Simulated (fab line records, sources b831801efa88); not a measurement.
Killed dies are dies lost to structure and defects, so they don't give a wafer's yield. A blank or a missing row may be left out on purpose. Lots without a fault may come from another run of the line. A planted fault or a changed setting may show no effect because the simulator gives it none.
Chamber matching | flow gf180mcu | GF_V2_CMP_26 on cmp-01: 4 sister chambers
The step polishes, stops on SiO2, t overpolish 15 s, target thk 0 nm. 8 wafers are shown with their chamber, then 7 later ones without.

WAFERS WITH THEIR CHAMBER
wafer  | chamber | time_to_endpoint_s (s) | motor_current_A (A)
L223.6 | 1       | 86.3                   | 11.5
L227.3 | 1       | 87.5                   | 10.3
L227.6 | 2       | 84.6                   | 9.3
L229.1 | 0       | 84.3                   | 10.3
L229.2 | 2       | 83.6                   | 9.4
L229.3 | 3       | 84.1                   | 11.6
L231.1 | 0       | 85.1                   | 9.4
L231.3 | 3       | 85.8                   | 10.6

WAFERS WITHOUT THEIR CHAMBER
wafer  | time_to_endpoint_s (s) | motor_current_A (A)
L231.4 | 88.8                   | 9.5
L233.1 | 88.9                   | 10.6
L233.3 | 83.6                   | 10.6
L233.5 | 84.3                   | 9.5
L245.3 | 81.3                   | 10.8
L245.5 | 84.5                   | 9.8
L245.6 | 85.1                   | 10.4

WHICH CHAMBER EACH WENT THROUGH
wafer  | from the rows above               | in truth
L231.4 | can't be placed: 1 or 0           | 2
L233.1 | 1                                 | 1
L233.3 | can't be placed: 0 or 3 or 2      | 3
L233.5 | can't be placed: 2 or 0           | 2
L245.3 | can't be placed: 2 or 0 or 3      | 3
L245.5 | can't be placed: 0 or 2 or 3      | 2
L245.6 | can't be placed: 0 or 3 or 2 or 1 | 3
Placed correctly: 1 of 7. Can't be placed from these rows: 6 (the true chamber is among the candidates in 5). Placed wrongly: 0.
How it was worked out, from the rows above alone: a wafer's distance from a chamber is the root of the sum, over the readings, of the square of ((its reading less the chamber's mean) divided by the reading's scatter). The wafer belongs to the nearest chamber; if the next one is less than 2 further off, it can't be placed. A chamber's mean is the mean of its shown wafers. The scatter: the root of (the sum of the squares of (reading less its chamber's mean) over the shown wafers, divided by (wafers less chambers)).
